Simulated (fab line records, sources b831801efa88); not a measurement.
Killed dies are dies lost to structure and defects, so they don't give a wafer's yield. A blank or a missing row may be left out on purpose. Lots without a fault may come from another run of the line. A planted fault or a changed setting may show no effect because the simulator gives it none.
fab line records | flow sky130
record lots=14 wafers=42 last_day=50
route steps=708 shown SD_P@330 SD_N@354
lots that met no fault: from a run of the same line without faults
start_h: hours from the record's first day to the start of the lot's first wafer shown | wait_h: hours since the lot's step before | " the same as in the row above | L1.1+2: a row that stands for several wafers | - no value, or no start given | * or withheld: withheld | < > ~ a bound
route shown NAME@n: a module of which the file shows steps, and the number in the route of the first | usual: mean/standard deviation of fault-free wafers | same: alike in all rows | chamber/n: place in a boat | sites: the reading at each site | _std_site: their standard deviation | _edge_site: outer sites' mean less inner sites' | radius_mm: how far each site lies from the wafer's centre | mask NAME#n: copy n | behind: the tool/chamber that last shaped the wafer | hold: why the lot was held/for how many hours/how that ended | device: the transistor (n, p or np) that didn't switch | end of line: the same wafers' tests at the end of the route | a step without rows: its recipe alone | killed: dies lost to structure and defects at the first sort, not the wafer's yield | map: a wafer's dies, x killed, . not, _ none there
set.NAME: the setting as run; set.NAME@STEP: as run at that earlier step | model.NAME: the simulator's own value behind a step, which no gauge read
steps of the route over a sample of lots; a table a step, a row a wafer
services: from which hour (start_h, from the record's first day; less than 0 if before it) a tool's chamber was out of use, for how many hours, and why
## steps
# step SKY_SD_P_STRIP_10
# recipe chemistry=O2/N2 power_w=1400 pressure_mtorr=1500 platen_temp_c=withheld o2_flow_sccm=3000 n2_flow_sccm=300 overash_fraction=0.5
# usual drypump_motor_current_A=6.20/0.23 oes_product_au=0.617/0.0047 strip_time_to_endpoint_s=17.47/0.049
# columns lot.wafer tool chamber start_h wait_h drypump_motor_current_A oes_product_au rf_hours_counter_h strip_time_to_endpoint_s
L251.2 plasma_asher-04 0 582.09 0.1 6.26 0.618 16 17.49
L251.3 " 1 " " 6.25 0.611 - 17.48
L251.5 " 1 " " 6.23 0.614 - 17.50
L254.2 plasma_asher-01 1 613.43 0.1 5.92 0.613 93 17.46
L254.5 " 1 " " 5.93 0.608 - 17.43
L254.6 " 0 " " 5.40 0.614 - 17.46
L252.2 plasma_asher-03 1 613.73 0.1 5.95 0.609 80 17.56
L252.3 " 0 " " 6.51 0.620 - 17.50
L252.4 " 1 " " 5.94 0.619 - 17.54
L253.1 plasma_asher-04 1 614.03 0.1 6.20 0.607 18 17.39
L253.5 " 0 " " 6.27 0.617 - 17.41
L253.6 " 1 " " 6.16 0.615 - 17.41
L255.2 plasma_asher-03 1 623.73 0.1 5.94 0.615 81 17.50
L255.3 " 0 " " 6.44 0.618 - 17.48
L255.4 " 1 " " 5.93 0.624 - 17.46
L256.1 plasma_asher-03 0 627.93 0.1 6.42 0.613 81 17.46
L256.2 " 1 " " 5.94 0.623 81 17.49
L256.6 " 0 " " 6.47 0.619 - 17.49
L257.2 plasma_asher-03 1 636.23 0.1 5.95 0.618 82 17.42
L257.4 " 0 " " 6.49 0.620 - 17.44
L257.6 " 1 " " 5.97 0.619 - 17.41
L265.1 plasma_asher-04 0 732.54 0.1 6.26 0.612 29 17.47
L265.5 " 1 " " 6.17 0.616 - 17.41
L265.6 " 0 " " 6.26 0.624 - 17.45
L264.2 plasma_asher-03 0 736.38 0.1 6.47 0.615 92 17.43
L264.3 " 0 " " 6.49 0.626 - 17.49
L264.5 " 1 " " 5.96 0.622 - 17.47
L269.4 plasma_asher-04 1 737.02 0.1 6.20 0.625 - 17.46
L269.5 " 1 " " 6.17 0.622 - 17.44
L269.6 " 0 " " 6.27 0.619 - 17.41
L268.1 plasma_asher-04 0 738.29 0.1 6.28 0.612 30 17.46
L268.2 " 1 " " 6.17 0.622 30 17.45
L268.6 " 0 " " 6.24 0.612 - 17.44
L270.2 plasma_asher-03 0 741.08 0.1 6.47 0.611 93 17.53
L270.3 " 0 " " 6.52 0.618 - 17.48
L270.4 " 1 " " 5.95 0.619 - 17.48
L271.1 plasma_asher-04 1 755.13 0.1 6.19 0.620 32 17.40
L271.3 " 0 " " 6.28 0.626 - 17.39
L271.6 " 0 " " 6.26 0.619 - 17.45
L273.1 plasma_asher-04 1 784.54 0.1 6.16 0.631 34 17.43
L273.4 " 0 " " 6.23 0.618 - 17.45
L273.5 " 0 " " 6.22 0.615 - 17.40
# step SKY_SD_N_TW_MEAS_12
# usual SD_N_TW=3964/29
# columns lot.wafer tool chamber start_h wait_h SD_N_TW
L251.2 film_metro-03 - 640.04 0.1 3936
L251.3 " - " " 3940
L251.5 " - " " 3939
L254.2 film_metro-03 - 670.59 0.1 3901
L254.5 " - " " 3905
L254.6 " - " " 3920
L252.2 film_metro-03 - 670.90 0.1 3914
L252.3 " - " " 3917
L252.4 " - " " 3920
L253.1 film_metro-04 - 671.23 0.1 4026
L253.5 " - " " 4019
L253.6 " - " " 4012
L255.2 film_metro-02 - 681.50 0.1 3951
L255.3 " - " " 3950
L255.4 " - " " 3931
L256.1 film_metro-03 - 685.19 0.1 3964
L256.2 " - " " 3943
L256.6 " - " " 3953
L257.2 film_metro-04 - 692.87 0.1 4006
L257.4 " - " " 3984
L257.6 " - " " 4007
L265.1 film_metro-04 - 787.66 0.1 3969
L265.5 " - " " 3980
L265.6 " - " " 3984
L264.2 film_metro-04 - 790.94 0.1 3973
L264.3 " - " " 3966
L264.5 " - " " 3955
L269.4 film_metro-02 - 792.57 0.1 3960
L269.5 " - " " 3953
L269.6 " - " " 3952
L268.1 film_metro-04 - 793.44 0.1 3986
L268.2 " - " " 3974
L268.6 " - " " 3974
L270.2 film_metro-02 - 796.50 0.1 3979
L270.3 " - " " 3965
L270.4 " - " " 3961
L271.1 film_metro-02 - 809.48 0.1 3947
L271.3 " - " " 3958
L271.6 " - " " 3937
L273.1 film_metro-03 - 837.83 0.1 3951
L273.4 " - " " 3944
L273.5 " - " " 3959
# step SKY_SD_N_RTA_14
# recipe temp_c=1075 time_s=2 idle_temp_c=650 ramp_up_c_per_s=150 ramp_down_c_per_s=90 ambient=N2
# usual anneal_temp_c_max=1080.0/1 chamber_o2_ppm=2.001/0.019 lamp_power_pct=15.74/0.053 wafer_temp_C_max=1078.1/1.2
# columns lot.wafer tool chamber start_h wait_h anneal_temp_c_max chamber_o2_ppm lamp_power_pct wafer_temp_C_max
L251.2 rtp_anneal-02 0 640.16 0.0 1080.1 1.962 15.76 1080.0
L251.3 " 0 " " 1078.8 1.992 15.79 1076.4
L251.5 " 0 " " 1080.0 1.986 15.71 1077.2
L254.2 rtp_anneal-01 0 670.70 0.0 1079.1 1.971 15.66 1077.8
L254.5 " 0 " " 1081.7 1.970 15.68 1076.1
L254.6 " 0 " " 1077.9 2.012 15.73 1078.3
L252.2 rtp_anneal-02 0 671.02 0.0 1079.1 2.000 15.73 1077.1
L252.3 " 0 " " 1080.0 1.981 15.69 1078.7
L252.4 " 0 " " 1080.0 2.011 15.78 1078.1
L253.1 rtp_anneal-01 0 671.34 0.0 1079.3 1.997 15.70 1078.1
L253.5 " 0 " " 1079.5 2.018 15.67 1080.0
L253.6 " 0 " " 1080.2 2.018 15.81 1076.5
L255.2 rtp_anneal-02 0 681.61 0.0 1080.4 1.992 15.63 1078.5
L255.3 " 0 " " 1081.9 1.973 15.73 1077.2
L255.4 " 0 " " 1078.6 2.048 15.72 1079.0
L256.1 rtp_anneal-01 0 685.31 0.0 1080.1 2.021 15.72 1079.4
L256.2 " 0 " " 1079.6 2.004 15.74 1078.9
L256.6 " 0 " " 1080.8 2.045 15.78 1077.8
L257.2 rtp_anneal-02 0 692.98 0.0 1079.8 1.979 15.73 1080.0
L257.4 " 0 " " 1082.1 1.988 15.87 1077.0
L257.6 " 0 " " 1081.4 1.985 15.71 1075.8
L265.1 rtp_anneal-01 - 787.77 0.0 - - - -
L265.5 " - " " - - - -
L265.6 " - " " - - - -
L264.2 rtp_anneal-02 - 791.05 0.0 - - - -
L264.3 " - " " - - - -
L264.5 " - " " - - - -
L269.4 rtp_anneal-02 0 792.68 0.0 1079.3 2.045 15.74 1077.2
L269.5 " 0 " " 1080.2 2.017 15.81 1081.3
L269.6 " 0 " " 1080.1 2.010 15.76 1079.6
L268.1 rtp_anneal-02 0 793.56 0.0 1081.2 2.016 15.71 1077.0
L268.2 " 0 " " 1081.1 2.012 15.77 1078.3
L268.6 " 0 " " 1079.6 2.007 15.71 1079.3
L270.2 rtp_anneal-01 0 796.61 0.0 1078.3 1.978 15.74 1077.7
L270.3 " 0 " " 1079.4 1.952 15.80 1080.1
L270.4 " 0 " " 1081.3 2.009 15.60 1079.0
L271.1 rtp_anneal-02 0 809.64 0.0 1081.2 1.967 15.75 1080.8
L271.3 " 0 " " 1080.5 2.018 15.85 1079.8
L271.6 " 0 " " 1080.3 2.029 15.67 1076.9
L273.1 rtp_anneal-01 0 837.94 0.0 1079.6 1.991 15.72 1078.0
L273.4 " 0 " " 1080.5 1.998 15.74 1078.4
L273.5 " 0 " " 1080.6 2.000 15.80 1078.9
# step SKY_SD_N_RS_MEAS_16
# recipe thk_meas_gauge=four-point-probe
# usual SD_N_RS=68.48/0.11
# columns lot.wafer tool chamber start_h wait_h SD_N_RS[ohm/sq]
L251.2 film_metro-04 - 640.34 0.1 68.43
L251.3 " - " " 68.38
L251.5 " - " " 68.29
L254.2 film_metro-04 - 670.89 0.1 68.35
L254.5 " - " " 68.55
L254.6 " - " " 68.69
L252.2 film_metro-02 - 671.20 0.1 68.14
L252.3 " - " " 68.33
L252.4 " - " " 68.46
L253.1 film_metro-03 - 671.51 0.1 68.62
L253.5 " - " " 68.47
L253.6 " - " " 68.44
L255.2 film_metro-04 - 681.79 0.1 68.67
L255.3 " - " " 68.52
L255.4 " - " " 68.53
L256.1 film_metro-04 - 685.48 0.1 68.35
L256.2 " - " " 68.41
L256.6 " - " " 68.34
L257.2 film_metro-02 - 693.16 0.1 68.43
L257.4 " - " " 68.37
L257.6 " - " " 68.38
L265.1 film_metro-02 - 787.98 0.1 -
L265.5 " - " " -
L265.6 " - " " -
L264.2 film_metro-04 - 791.24 0.1 -
L264.3 " - " " -
L264.5 " - " " -
L269.4 film_metro-04 - 792.94 0.1 68.56
L269.5 " - " " 68.47
L269.6 " - " " 68.68
L268.1 film_metro-04 - 793.73 0.1 68.40
L268.2 " - " " 68.46
L268.6 " - " " 68.52
L270.2 film_metro-02 - 796.83 0.1 68.35
L270.3 " - " " 68.41
L270.4 " - " " 68.51
L271.1 film_metro-02 - 809.92 0.1 68.43
L271.3 " - " " 68.38
L271.6 " - " " 68.47
L273.1 film_metro-02 - 838.17 0.1 68.62
L273.4 " - " " 68.46
L273.5 " - " " 68.58
# step SKY_SD_N_RS_MEAS_17
# recipe thk_meas_gauge=four-point-probe
# usual SD_P_RS=146.9/0.32
# columns lot.wafer tool chamber start_h wait_h SD_P_RS[ohm/sq]
L251.2 film_metro-04 - 640.46 0.1 146.7
L251.3 " - " " 146.1
L251.5 " - " " 146.6
L254.2 film_metro-04 - 671.01 0.1 147.1
L254.5 " - " " 147.1
L254.6 " - " " 147.2
L252.2 film_metro-02 - 671.32 0.1 146.0
L252.3 " - " " 146.4
L252.4 " - " " 146.5
L253.1 film_metro-03 - 671.63 0.1 147.3
L253.5 " - " " 146.5
L253.6 " - " " 147.1
L255.2 film_metro-04 - 681.91 0.1 147.2
L255.3 " - " " 147.3
L255.4 " - " " 147.0
L256.1 film_metro-04 - 685.60 0.1 146.9
L256.2 " - " " 146.7
L256.6 " - " " 146.5
L257.2 film_metro-02 - 693.28 0.1 147.6
L257.4 " - " " 146.9
L257.6 " - " " 147.0
L269.4 film_metro-04 - 793.06 0.1 146.9
L269.5 " - " " 147.0
L269.6 " - " " 147.3
L268.1 film_metro-04 - 793.85 0.1 147.1
L268.2 " - " " 147.0
L268.6 " - " " 147.2
L270.2 film_metro-02 - 796.95 0.1 146.6
L270.3 " - " " 147.1
L270.4 " - " " 147.4
L271.1 film_metro-02 - 810.04 0.1 147.1
L271.3 " - " " 146.6
L271.6 " - " " 146.4
L273.1 film_metro-02 - 838.29 0.1 147.2
L273.4 " - " " 146.7
L273.5 " - " " 147.6
## services
# columns tool chamber start_h hours kind
plasma_asher-01 - 562.19 1.4 repair
plasma_asher-04 - 585.88 5.4 repair
rtp_anneal-02 - 605.97 0.8 pm
plasma_asher-01 - 608.70 2.4 repair
plasma_asher-04 - 621.25 11.8 repair
plasma_asher-01 - 733.75 9.0 pm
plasma_asher-01 0 733.75 9.0 vent_cycle
plasma_asher-01 1 733.75 9.0 vent_cycle
plasma_asher-01 0 742.75 - clean
plasma_asher-01 1 742.75 - clean
plasma_asher-01 - 765.25 1.5 repair
plasma_asher-01 - 805.35 11.7 repair
plasma_asher-01 - 805.63 1.6 repair
plasma_asher-01 - 812.21 0.4 repair
## key
first_sign step=SKY_SD_N_RTA_14 reading=tool_record direction=missing
effect step=SKY_SD_N_RS_MEAS_16 reading=SD_N_RS direction=missing
met_at SKY_SD_N_RTA_14
struck_lots L264,L265
later_rows_left_out L264.2,L264.3,L264.5,L265.1,L265.5,L265.6
sort_left_out L264.2,L264.3,L264.5,L265.1,L265.5,L265.6
tester_left_out L264,L265
not_acting_at SKY_SD_P_STRIP_10,SKY_SD_N_TW_MEAS_12,SKY_SD_N_RS_MEAS_17
onset_between 692.98 787.77
fault kind=skipped_step_whole tool=rtp_anneal-01,rtp_anneal-02 chamber=- onset_h=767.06 steps=SKY_SD_N_RTA_14 scope=struck_lots_only
# tester_left_out: of these lots the tester's yield and bins aren't shown, on N5 and GAA mostly nor the transistor test; their killed dies are dies lost to structure and defects alone, not to doping, threshold or leakage, so they don't give the yield
# sort_left_out: the simulated sort isn't trusted on such a fault, so these wafers' sort isn't shown, and their yield isn't known
# later_rows_left_out: the simulator's readings of these wafers behind a module that went badly wrong aren't trusted and aren't shown, but for the sort
